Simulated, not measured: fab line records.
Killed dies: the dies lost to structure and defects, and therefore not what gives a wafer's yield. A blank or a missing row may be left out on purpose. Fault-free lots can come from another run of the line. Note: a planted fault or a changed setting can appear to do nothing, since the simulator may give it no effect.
Check for tools in common -- flow sky130 -- 39 wafers sampled across 13 lots

## REASON FOR OPENING
At SKY_FIELD_ISO_THK_MEAS_23 the reading FIELD_ISO_OXIDATION_01_THK is flagged on 4 of 13 lots. No-fault wafers: 9.93 nm, standard deviation 0.22.
Rule: a lot is flagged when every wafer of it that has a number lies more than 4 standard deviations from that mean, or none has a number. The rest of the lots are taken to be sound.

lot,measured,on,"FIELD_ISO_OXIDATION_01_THK (nm), wafer by wafer",flag
L547,day 2 12:53,film_metro-04,9.77 9.77 9.74,
L550,day 3 02:20,film_metro-03,10.06 9.97 10.01,
L551,day 3 10:03,film_metro-04,10.09 10.02 10.01,
L552,day 3 13:06,film_metro-01,9.79 9.92 9.84,
L555,day 4 07:13,film_metro-04,9.92 9.86 9.68,
L557,day 4 16:25,film_metro-04,9.79 9.51 9.54,
L558,day 4 23:08,film_metro-04,9.98 10.10 10.26,
L559,day 5 02:22,film_metro-01,13.01 12.90 12.87,FLAGGED
L560,day 5 08:05,film_metro-01,10.14 10.25 10.00,
L561,day 5 14:40,film_metro-04,13.24 13.21 13.12,FLAGGED
L562,day 5 19:58,film_metro-03,13.22 13.35 13.32,FLAGGED
L563,day 6 00:00,film_metro-04,13.25 13.32 13.29,FLAGGED
L567,day 6 21:59,film_metro-03,9.57 9.67 9.65,
The numbers of the flagged lots are 13.18 nm on average: +3.25 nm against the usual, or +15 standard deviations.

## WHICH TOOL RAN EACH LOT
2 process steps preceding the reading are held in the record, out of 708 steps in the route. In each cell: the tool, then ch and the chambers that the sampled wafers went through, then the start.
lot,flag,SKY_FIELD_ISO_ETCH_15,SKY_FIELD_ISO_OXIDATION_22
L547,,"rie_diel-03 ch 0,2,3, day 2 09:47","furnace-02 ch 0, day 2 11:43"
L550,,"rie_diel-02 ch 1,2, day 3 00:39","furnace-02 ch 0, day 3 01:09"
L551,,"rie_diel-03 ch 2,3, day 3 08:21","furnace-02 ch 0, day 3 08:52"
L552,,"rie_diel-04 ch 1,3, day 3 11:23","furnace-02 ch 0, day 3 11:55"
L555,,"rie_diel-03 ch 1,3, day 4 03:46","furnace-02 ch 0, day 4 06:02"
L557,,"rie_diel-04 ch 0,1,3, day 4 14:43","furnace-02 ch 0, day 4 15:14"
L558,,"rie_diel-03 ch 0,2, day 4 21:16","furnace-02 ch 0, day 4 21:58"
L559,FLAGGED,"rie_diel-04 ch 0,1,3, day 5 00:40","furnace-02 ch 0, day 5 01:10"
L560,,"rie_diel-04 ch 0,1,3, day 5 06:22","furnace-01 ch 0, day 5 06:53"
L561,FLAGGED,"rie_diel-03 ch 1,2,3, day 5 11:33","furnace-02 ch 0, day 5 13:29"
L562,FLAGGED,"rie_diel-04 ch 1,3, day 5 16:32","furnace-02 ch 0, day 5 18:47"
L563,FLAGGED,"rie_diel-04 ch 0,1, day 5 20:41","furnace-02 ch 0, day 5 22:49"
L567,,"rie_diel-03 ch 1,2, day 6 20:09","furnace-01 ch 0, day 6 20:49"
These steps, and what they do:
- SKY_FIELD_ISO_ETCH_15: etches the open film in CHF3/O2, stops on Si, target depth 180 nm, time 72 s.
- SKY_FIELD_ISO_OXIDATION_22: stabilise 600 s, purge 300 s, target thk 10 nm.
- SKY_FIELD_ISO_THK_MEAS_23

## FLAGGED OVER TOTAL, TOOL BY TOOL (the gauges that took the reading come last)
step,tool,lots run,flagged,share of the flagged lots,sound lots run after its first flagged lot
SKY_FIELD_ISO_ETCH_15,rie_diel-02,1,0,none,-
SKY_FIELD_ISO_ETCH_15,rie_diel-03,6,1,some,1 (L567)
SKY_FIELD_ISO_ETCH_15,rie_diel-04,6,3,some,1 (L560)
SKY_FIELD_ISO_OXIDATION_22,furnace-01,2,0,none,-
SKY_FIELD_ISO_OXIDATION_22,furnace-02,11,4,all,0
SKY_FIELD_ISO_THK_MEAS_23,film_metro-01,3,1,some,1 (L560)
SKY_FIELD_ISO_THK_MEAS_23,film_metro-03,3,1,some,1 (L567)
SKY_FIELD_ISO_THK_MEAS_23,film_metro-04,7,2,some,0

## THE TABLE: WHAT IT ALLOWS
All flagged lots share 1 row of the table, namely furnace-02 at SKY_FIELD_ISO_OXIDATION_22.
- furnace-02 at SKY_FIELD_ISO_OXIDATION_22: 4 of its 11 lots flagged. Last sound lot L558 at day 4 21:58, first flagged lot L559 at day 5 01:10; a fault beginning in between fits.
What remains is a single tool, furnace-02 at SKY_FIELD_ISO_OXIDATION_22.

## WHAT THE SIMULATOR HAD PUT IN
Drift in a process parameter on furnace-02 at SKY_FIELD_ISO_OXIDATION_22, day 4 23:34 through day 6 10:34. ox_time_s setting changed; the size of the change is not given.
Lots struck among those shown: L559, L561, L562, L563. Same finding as the rule above.
